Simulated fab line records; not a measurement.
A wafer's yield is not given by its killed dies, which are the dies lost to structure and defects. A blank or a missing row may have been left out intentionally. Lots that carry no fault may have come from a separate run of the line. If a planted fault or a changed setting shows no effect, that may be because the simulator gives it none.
fab line records | flow sky130
record: lots: 9 | wafers: 27 | last-day: 50
route steps=708 shown METAL2@486 VIA3@597 METAL4@598 CAP2M@605
lots with no fault: from the same line, run without faults
start-h: the number of hours between the record's first day and the start of the first shown wafer of the lot | wait-h: time in hours since the lot's previous step | " repeats the value in the row above | L1.1+2: one row covering several wafers at once | - value missing, or start not given | * or withheld: withheld | < > ~ a bound
route shown NAME@n: NAME is a module with steps in the file, n the number in the route of the first one | usual: mean and standard deviation over wafers with no fault | same: alike in all rows | chamber/n: place in a boat | sites: the reading at each site | _std_site: how widely they spread, as a standard deviation | _edge_site: outer sites' mean less inner sites' | radius-mm: how far each site lies from the wafer's centre | mask NAME#n: copy n | behind: the last tool/chamber to shape the wafer | hold: the reason the lot was held/the length of the hold in hours/how it ended | device: transistor that didn't switch, given as n, p or np | end of line: the tests these same wafers got at the end of their route | a step without rows: its recipe alone | killed: dies that structure and defects cost at the first sort, which is not the same as the wafer's yield | map: a wafer's dies, marking killed ones x, the rest . and places with no die _
set.NAME: the setting as run; set.NAME@STEP: as run at that earlier step | model.NAME: the simulator's own value behind a step, which no gauge read
steps of the route over a sample of lots; a table a step, a row a wafer
services: when a tool's chamber went out of use (start-h, in hours from the record's first day, below 0 if earlier), for how many hours, and the reason
== steps ==
step: SKY_METAL2_SPUTTER_03
recipe: material: Ti | target-thk-nm: 5 | power-w: 3000 | time-s: 3.3 | chamber-pressure-pa: 0.4
usual: cathode-dc-power-W: 3000.1/0.63 | throttle-valve-pct: 29.9/1.1
lot.wafer | tool           | chamber | start-h | wait-h | cathode-dc-power-W | throttle-valve-pct
L910.2    | pvd-sputter-02 | -       | 801.36  | 0.0    | 2999.5             | 30.1
L910.3    | "              | -       | "       | "      | 2999.9             | 29.8
L910.4    | "              | -       | "       | "      | 3000.0             | 28.6
L911.2    | pvd-sputter-02 | -       | 807.05  | 0.0    | 3000.4             | 30.4
L911.4    | "              | -       | "       | "      | 3000.0             | 31.1
L911.5    | "              | -       | "       | "      | 3000.1             | 31.1
L917.1    | pvd-sputter-02 | -       | 850.98  | 0.0    | 2999.5             | 30.2
L917.3    | "              | -       | "       | "      | 2999.6             | 31.2
L917.4    | "              | -       | "       | "      | 2999.7             | 29.6
L919.1    | pvd-sputter-01 | -       | 870.80  | 0.0    | 3000.5             | 30.0
L919.2    | "              | -       | "       | "      | 3001.3             | 31.4
L919.5    | "              | -       | "       | "      | 3000.0             | 29.8
L922.1    | pvd-sputter-02 | -       | 894.56  | 0.0    | 2999.8             | 29.2
L922.3    | "              | -       | "       | "      | 3000.2             | 31.1
L922.4    | "              | -       | "       | "      | 2999.7             | 30.3
L923.3    | pvd-sputter-04 | -       | 900.90  | 0.0    | 2999.1             | 29.4
L923.5    | "              | -       | "       | "      | 3000.4             | 29.5
L923.6    | "              | -       | "       | "      | 3000.4             | 29.5
L927.2    | pvd-sputter-02 | -       | 925.76  | 0.0    | 3000.4             | 29.1
L927.3    | "              | -       | "       | "      | 3001.0             | 31.0
L927.6    | "              | -       | "       | "      | 2999.5             | 30.3
L931.2    | pvd-sputter-04 | -       | 953.65  | 0.0    | 3001.1             | 29.2
L931.4    | "              | -       | "       | "      | 2999.9             | 29.4
L931.5    | "              | -       | "       | "      | 2999.9             | 29.2
L932.3    | pvd-sputter-02 | -       | 957.09  | 0.0    | 3000.4             | 30.2
L932.4    | "              | -       | "       | "      | 3000.4             | 29.6
L932.5    | "              | -       | "       | "      | 3001.1             | 31.2
step: SKY_VIA3_CMP_24
recipe: stop-on: SiO2 | t-overpolish-s: 20 | down-force-psi: 3.5 | platen-rpm: 60 | target-thk-nm: 0 | pad-velocity-m-s: 0.94248
usual: motor-current-A: 10.9/0.78 | overpolish-run-s: 19.999/0.0098 | time-to-endpoint-s: 93/4.5
lot.wafer | tool   | chamber | start-h | wait-h | motor-current-A | overpolish-run-s | time-to-endpoint-s
L910.4    | cmp-01 | 2       | 937.82  | 0.5    | 10.7            | 19.997           | 97
L910.3    | "      | 3       | "       | "      | 10.8            | 20.010           | 96
L910.2    | "      | 0       | "       | "      | 12.2            | 19.986           | 96
L911.4    | cmp-01 | 1       | 944.96  | 2.4    | 11.3            | 19.994           | 91
L911.2    | "      | 2       | "       | "      | 10.8            | 20.001           | 98
L911.5    | "      | 1       | "       | "      | 10.7            | 19.985           | 83
L917.4    | cmp-02 | 0       | 982.19  | 0.0    | 12.1            | 20.000           | 97
L917.3    | "      | 2       | "       | "      | 11.0            | 20.006           | 96
L917.1    | "      | 3       | "       | "      | 10.8            | 19.976           | 92
L919.1    | cmp-02 | 1       | 1000.65 | 0.1    | 10.6            | 20.007           | 93
L919.2    | "      | 2       | "       | "      | 11.0            | 20.001           | 92
L919.5    | "      | 2       | "       | "      | 10.7            | 20.013           | 92
L922.3    | cmp-02 | 3       | 1023.12 | 0.1    | 10.2            | 20.003           | 88
L922.1    | "      | 0       | "       | "      | 11.9            | 19.993           | 96
L922.4    | "      | 1       | "       | "      | 10.4            | 19.991           | 86
L923.3    | cmp-02 | 3       | 1030.42 | 0.2    | 10.3            | 19.994           | 90
L923.5    | "      | 0       | "       | "      | 11.8            | 20.000           | 93
L923.6    | "      | 1       | "       | "      | 10.4            | 20.001           | 86
L927.3    | cmp-02 | 2       | 1052.18 | 0.0    | 10.7            | 20.003           | 93
L927.2    | "      | 1       | "       | "      | 10.1            | 20.002           | 91
L927.6    | "      | 3       | "       | "      | 9.9             | 20.019           | 89
L931.2    | cmp-02 | 1       | 1074.45 | 0.1    | 10.0            | 20.022           | 89
L931.4    | "      | 2       | "       | "      | 11.2            | 20.003           | 92
L931.5    | "      | 3       | "       | "      | 10.1            | 20.003           | 91
L932.3    | cmp-01 | 1       | 1079.00 | 0.1    | 11.2            | 19.994           | 84
L932.4    | "      | 2       | "       | "      | 10.8            | 20.000           | 91
L932.5    | "      | 0       | "       | "      | 12.0            | 19.995           | 95
step: SKY_METAL4_SPUTTER_00
recipe: material: Ti | target-thk-nm: 15 | power-w: 3000 | time-s: 10 | chamber-pressure-pa: 0.4
usual: cathode-dc-power-W: 3000.0/0.52 | throttle-valve-pct: 29.7/0.68
lot.wafer | tool           | chamber | start-h | wait-h | cathode-dc-power-W | throttle-valve-pct
L910.2    | pvd-sputter-04 | -       | 938.07  | 0.1    | 2999.7             | 29.3
L910.3    | "              | -       | "       | "      | 3001.0             | 29.7
L910.4    | "              | -       | "       | "      | 2999.9             | 29.4
L911.2    | pvd-sputter-02 | -       | 945.21  | 0.1    | 3000.1             | 31.1
L911.4    | "              | -       | "       | "      | 2999.2             | 29.0
L911.5    | "              | -       | "       | "      | 3000.5             | 30.9
L917.1    | pvd-sputter-02 | -       | 982.49  | 0.1    | 2999.0             | 31.0
L917.3    | "              | -       | "       | "      | 3000.7             | 29.6
L917.4    | "              | -       | "       | "      | 3000.4             | 29.0
L919.1    | pvd-sputter-04 | -       | 1000.95 | 0.2    | 2999.7             | 29.6
L919.2    | "              | -       | "       | "      | 2999.4             | 29.3
L919.5    | "              | -       | "       | "      | 3000.2             | 29.7
L922.1    | pvd-sputter-02 | -       | 1023.37 | 0.1    | 2999.7             | 29.6
L922.3    | "              | -       | "       | "      | 3000.0             | 28.9
L922.4    | "              | -       | "       | "      | 3000.7             | 29.1
L923.3    | pvd-sputter-02 | -       | 1030.57 | 0.1    | 2999.7             | 30.5
L923.5    | "              | -       | "       | "      | 3000.5             | 30.3
L923.6    | "              | -       | "       | "      | 2999.5             | 29.4
L927.2    | pvd-sputter-04 | -       | 1052.48 | 0.1    | 3000.5             | 29.5
L927.3    | "              | -       | "       | "      | 2999.9             | 29.6
L927.6    | "              | -       | "       | "      | 3001.9             | 29.9
L931.2    | pvd-sputter-02 | -       | 1074.65 | 0.1    | 2999.8             | 29.6
L931.4    | "              | -       | "       | "      | 2998.6             | 30.4
L931.5    | "              | -       | "       | "      | 3000.0             | 31.1
L932.3    | pvd-sputter-02 | -       | 1079.20 | 0.1    | 2999.6             | 29.5
L932.4    | "              | -       | "       | "      | 2999.0             | 30.3
L932.5    | "              | -       | "       | "      | 2999.8             | 28.9
step: SKY_CAP2M_SPUTTER_02
recipe: material: TiN | target-thk-nm: 200 | temp-c: 300 | power-w: 6500 | time-s: 166.7 | chamber-pressure-pa: 0.4
usual: cathode-dc-power-W: 6500.1/1.1 | throttle-valve-pct: 30.0/1.2
lot.wafer | tool           | chamber | start-h | wait-h | cathode-dc-power-W | throttle-valve-pct
L910.2    | pvd-sputter-03 | -       | 938.31  | 0.0    | 6499.2             | 30.1
L910.3    | "              | -       | "       | "      | 6497.9             | 30.3
L910.4    | "              | -       | "       | "      | 6498.7             | 28.5
L911.2    | pvd-sputter-03 | -       | 945.45  | 0.0    | 6499.9             | 30.4
L911.4    | "              | -       | "       | "      | 6500.5             | 28.4
L911.5    | "              | -       | "       | "      | 6499.7             | 30.3
L917.1    | pvd-sputter-01 | -       | 982.73  | 0.1    | 6499.4             | 30.0
L917.3    | "              | -       | "       | "      | 6500.3             | 31.8
L917.4    | "              | -       | "       | "      | 6499.3             | 27.7
L919.1    | pvd-sputter-02 | -       | 1001.18 | 0.1    | 6499.1             | 30.4
L919.2    | "              | -       | "       | "      | 6500.3             | 31.2
L919.5    | "              | -       | "       | "      | 6499.3             | 31.2
L922.1    | pvd-sputter-01 | -       | 1023.60 | 0.1    | 6501.8             | 31.0
L922.3    | "              | -       | "       | "      | 6499.3             | 30.0
L922.4    | "              | -       | "       | "      | 6498.4             | 27.6
L923.3    | pvd-sputter-03 | -       | 1030.80 | 0.0    | 6501.1             | 29.8
L923.5    | "              | -       | "       | "      | 6500.5             | 30.0
L923.6    | "              | -       | "       | "      | 6500.5             | 30.2
L927.2    | pvd-sputter-03 | -       | 1052.72 | 0.0    | 6499.9             | 30.4
L927.3    | "              | -       | "       | "      | 6499.0             | 28.4
L927.6    | "              | -       | "       | "      | 6500.4             | 30.3
L931.2    | pvd-sputter-03 | -       | 1074.88 | 0.0    | 5112.7             | 30.2
L931.4    | "              | -       | "       | "      | 5113.1             | 29.9
L931.5    | "              | -       | "       | "      | 5114.0             | 29.9
L932.3    | pvd-sputter-03 | -       | 1079.43 | 0.0    | 5112.3             | 28.7
L932.4    | "              | -       | "       | "      | 5115.0             | 30.4
L932.5    | "              | -       | "       | "      | 5113.5             | 30.5
step: SKY_CAP2M_RS_MEAS_03
recipe: thk-meas-gauge: four-point-probe | reads: TiN_of_CAP2M_SPUTTER_02
usual: CAP2M_TIN_RS: 6.89/0.08
lot.wafer | tool          | chamber | start-h | wait-h | CAP2M_TIN_RS[ohm/sq]
L910.2    | film-metro-02 | -       | 938.44  | 0.1    | 6.85
L910.3    | "             | -       | "       | "      | 6.94
L910.4    | "             | -       | "       | "      | 6.98
L911.2    | film-metro-04 | -       | 945.58  | 0.1    | 6.85
L911.4    | "             | -       | "       | "      | 6.92
L911.5    | "             | -       | "       | "      | 6.84
L917.1    | film-metro-04 | -       | 982.84  | 0.1    | 6.85
L917.3    | "             | -       | "       | "      | 6.91
L917.4    | "             | -       | "       | "      | 6.84
L919.1    | film-metro-01 | -       | 1001.29 | 0.1    | 6.90
L919.2    | "             | -       | "       | "      | 6.96
L919.5    | "             | -       | "       | "      | 6.92
L922.1    | film-metro-02 | -       | 1023.71 | 0.1    | 6.85
L922.3    | "             | -       | "       | "      | 6.78
L922.4    | "             | -       | "       | "      | 6.91
L923.3    | film-metro-04 | -       | 1030.96 | 0.1    | 6.86
L923.5    | "             | -       | "       | "      | 6.85
L923.6    | "             | -       | "       | "      | 6.86
L927.2    | film-metro-01 | -       | 1052.85 | 0.1    | 7.01
L927.3    | "             | -       | "       | "      | 7.01
L927.6    | "             | -       | "       | "      | 7.02
L931.2    | film-metro-01 | -       | 1075.01 | 0.1    | 8.86
L931.4    | "             | -       | "       | "      | 8.82
L931.5    | "             | -       | "       | "      | 8.84
L932.3    | film-metro-02 | -       | 1079.58 | 0.1    | 8.80
L932.4    | "             | -       | "       | "      | 8.85
L932.5    | "             | -       | "       | "      | 8.67
step: SKY_CAP2M_THK_MEAS_04
recipe: thk-meas-gauge: xrf | reads: TiN_of_CAP2M_SPUTTER_02
usual: CAP2M_TIN_THK: 203.4/2.5
lot.wafer | tool          | chamber | start-h | wait-h | CAP2M_TIN_THK[nm]
L910.2    | film-metro-02 | -       | 938.55  | 0.1    | 203.7
L910.3    | "             | -       | "       | "      | 201.0
L910.4    | "             | -       | "       | "      | 200.5
L911.2    | film-metro-04 | -       | 945.69  | 0.1    | 203.7
L911.4    | "             | -       | "       | "      | 201.3
L911.5    | "             | -       | "       | "      | 204.4
L917.1    | film-metro-04 | -       | 982.96  | 0.1    | 205.2
L917.3    | "             | -       | "       | "      | 202.8
L917.4    | "             | -       | "       | "      | 203.8
L919.1    | film-metro-01 | -       | 1001.41 | 0.1    | 201.6
L919.2    | "             | -       | "       | "      | 201.4
L919.5    | "             | -       | "       | "      | 202.1
L922.1    | film-metro-02 | -       | 1023.83 | 0.1    | 203.9
L922.3    | "             | -       | "       | "      | 206.6
L922.4    | "             | -       | "       | "      | 202.6
L923.3    | film-metro-04 | -       | 1031.06 | 0.1    | 205.2
L923.5    | "             | -       | "       | "      | 203.3
L923.6    | "             | -       | "       | "      | 204.2
L927.2    | film-metro-01 | -       | 1052.96 | 0.1    | 200.2
L927.3    | "             | -       | "       | "      | 200.6
L927.6    | "             | -       | "       | "      | 200.7
L931.2    | film-metro-01 | -       | 1075.12 | 0.1    | 159.3
L931.4    | "             | -       | "       | "      | 160.0
L931.5    | "             | -       | "       | "      | 159.1
L932.3    | film-metro-02 | -       | 1079.68 | 0.1    | 159.9
L932.4    | "             | -       | "       | "      | 158.7
L932.5    | "             | -       | "       | "      | 161.5
step: SKY_CAP2M_METAL_ETCH_13
recipe: target-depth-nm: 220 | stop-on: SiO2 | chemistry: Cl2/BCl3 | target: TiN | pressure-mtorr: 10 | icp-w: 900 | bias-w: 48.5 | Cl2_flow_sccm: 60 | bcl3-flow-sccm: 30 | time-s: 62.9
usual: drypump-motor-current-A: 5.6/0.42 | he-backside-leak-sccm: 3.3/0.37 | oes-product-au: 0.944/0.0081 | rf-fwd-power-W: 892/3.4 | throttle-valve-pct: 21.899/0.0095
lot.wafer | tool         | chamber | start-h | wait-h | drypump-motor-current-A | he-backside-leak-sccm | oes-product-au | rf-fwd-power-W | rf-hours-counter-h | throttle-valve-pct
L910.2    | rie-metal-04 | 1       | 962.35  | 0.0    | 5.2                     | 3.4                   | 0.947          | 891            | 16                 | 21.904
L910.3    | "            | 1       | "       | "      | 5.2                     | 3.5                   | 0.936          | 893            | -                  | 21.911
L910.4    | "            | 0       | "       | "      | 5.9                     | 3.2                   | 0.941          | 895            | -                  | 21.911
L911.2    | rie-metal-04 | 1       | 970.37  | 0.0    | 5.2                     | 3.5                   | 0.943          | 892            | 16                 | 21.899
L911.4    | "            | 1       | "       | "      | 5.2                     | 3.4                   | 0.935          | 891            | -                  | 21.891
L911.5    | "            | 1       | "       | "      | 5.2                     | 3.5                   | 0.948          | 887            | -                  | 21.881
L917.1    | rie-metal-02 | 0       | 1006.52 | 0.0    | 5.2                     | 3.0                   | 0.955          | 887            | 11                 | 21.899
L917.3    | "            | 1       | "       | "      | 6.3                     | 3.2                   | 0.935          | 889            | -                  | 21.896
L917.4    | "            | 0       | "       | "      | 5.2                     | 3.0                   | 0.952          | 886            | -                  | 21.890
L919.1    | rie-metal-04 | 1       | 1024.02 | 0.0    | 5.2                     | 3.3                   | 0.944          | 893            | 19                 | 21.914
L919.2    | "            | 0       | "       | "      | 5.9                     | 3.2                   | 0.937          | 897            | 15                 | 21.887
L919.5    | "            | 0       | "       | "      | 5.9                     | 3.3                   | 0.940          | 895            | -                  | 21.883
L922.1    | rie-metal-02 | 0       | 1046.42 | 0.0    | 5.2                     | 3.0                   | 0.950          | 889            | 14                 | 21.897
L922.3    | "            | 0       | "       | "      | 5.2                     | 3.2                   | 0.949          | 882            | -                  | 21.902
L922.4    | "            | 1       | "       | "      | 6.3                     | 3.2                   | 0.941          | 891            | -                  | 21.923
L923.3    | rie-metal-02 | 0       | 1053.23 | 0.0    | 5.2                     | 3.0                   | 0.945          | 892            | -                  | 21.892
L923.5    | "            | 1       | "       | "      | 6.3                     | 3.2                   | 0.949          | 885            | -                  | 21.904
L923.6    | "            | 0       | "       | "      | 5.2                     | 3.1                   | 0.945          | 894            | -                  | 21.917
L927.2    | rie-metal-04 | 1       | 1073.47 | 0.0    | 5.2                     | 3.4                   | 0.934          | 891            | 0                  | 21.879
L927.3    | "            | 0       | "       | "      | 5.9                     | 3.0                   | 0.938          | 898            | -                  | 21.900
L927.6    | "            | 1       | "       | "      | 5.1                     | 3.5                   | 0.937          | 888            | -                  | 21.913
L931.2    | rie-metal-04 | 1       | 1095.32 | 0.0    | 5.2                     | 3.7                   | 0.823          | 888            | 2                  | 21.978
L931.4    | "            | 0       | "       | "      | 5.9                     | 3.0                   | 0.823          | 894            | -                  | 21.963
L931.5    | "            | 1       | "       | "      | 5.2                     | 3.7                   | 0.826          | 891            | -                  | 21.972
L932.3    | rie-metal-04 | 0       | 1100.35 | 0.0    | 5.9                     | 5.7                   | 0.820          | 896            | -                  | 21.966
L932.4    | "            | 1       | "       | "      | 5.2                     | 3.5                   | 0.821          | 889            | -                  | 21.965
L932.5    | "            | 1       | "       | "      | 5.2                     | 3.4                   | 0.827          | 891            | -                  | 21.982
== services ==
tool           | chamber | start-h | hours | kind
cmp-02         | -       | 802.76  | 1.7   | repair
cmp-01         | -       | 808.03  | 2.9   | repair
pvd-sputter-01 | -       | 811.31  | 12.5  | repair
cmp-02         | -       | 828.17  | 1.4   | repair
pvd-sputter-03 | -       | 833.22  | 2.7   | repair
pvd-sputter-04 | -       | 841.51  | 1.9   | repair
cmp-02         | -       | 851.60  | 0.7   | repair
cmp-02         | -       | 858.47  | 3.0   | repair
cmp-01         | -       | 864.11  | 2.9   | repair
pvd-sputter-03 | -       | 865.72  | 6.2   | repair
pvd-sputter-01 | -       | 878.44  | 4.8   | repair
cmp-02         | -       | 892.93  | 1.1   | repair
cmp-01         | -       | 904.66  | 3.7   | repair
cmp-02         | -       | 908.36  | 23.6  | pm
cmp-02         | -       | 931.98  | 4.0   | pm
cmp-02         | -       | 933.40  | 19.3  | repair
cmp-01         | -       | 940.20  | 3.5   | repair
cmp-02         | -       | 943.21  | 4.9   | repair
cmp-01         | -       | 949.87  | 6.5   | repair
cmp-02         | -       | 971.95  | 1.8   | repair
cmp-01         | -       | 994.94  | 0.4   | repair
cmp-02         | -       | 1017.79 | 4.6   | pm
rie-metal-04   | -       | 1026.06 | 14.6  | pm
cmp-01         | -       | 1042.69 | 2.0   | repair
== key ==
first-sign: step: SKY_CAP2M_SPUTTER_02 | reading: cathode-dc-power-W | direction: down | sigmas: 99+ | usual: 6500.1 | struck: 5113.4
effect: step: SKY_CAP2M_RS_MEAS_03 | reading: CAP2M_TIN_RS | direction: up | sigmas: 24 | usual: 6.89 | struck: 8.81
effect: step: SKY_CAP2M_THK_MEAS_04 | reading: CAP2M_TIN_THK | direction: down | sigmas: 17 | usual: 203.4 | struck: 159.8
effect: step: SKY_CAP2M_METAL_ETCH_13 | reading: oes-product-au | direction: down | sigmas: 15 | usual: 0.944 | struck: 0.823
met-at SKY_CAP2M_SPUTTER_02
struck-lots L931,L932
not-acting-at SKY_METAL2_SPUTTER_03,SKY_VIA3_CMP_24,SKY_METAL4_SPUTTER_00
onset-between 1052.72 1074.88
fault: kind: process-parameter-drift | tool: pvd-sputter-03 | chamber: - | onset-h: 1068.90 | steps: SKY_CAP2M_SPUTTER_02 | channel: power-w | offset: * | shape: step | end-h: 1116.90 | acts-in: * | stated: *
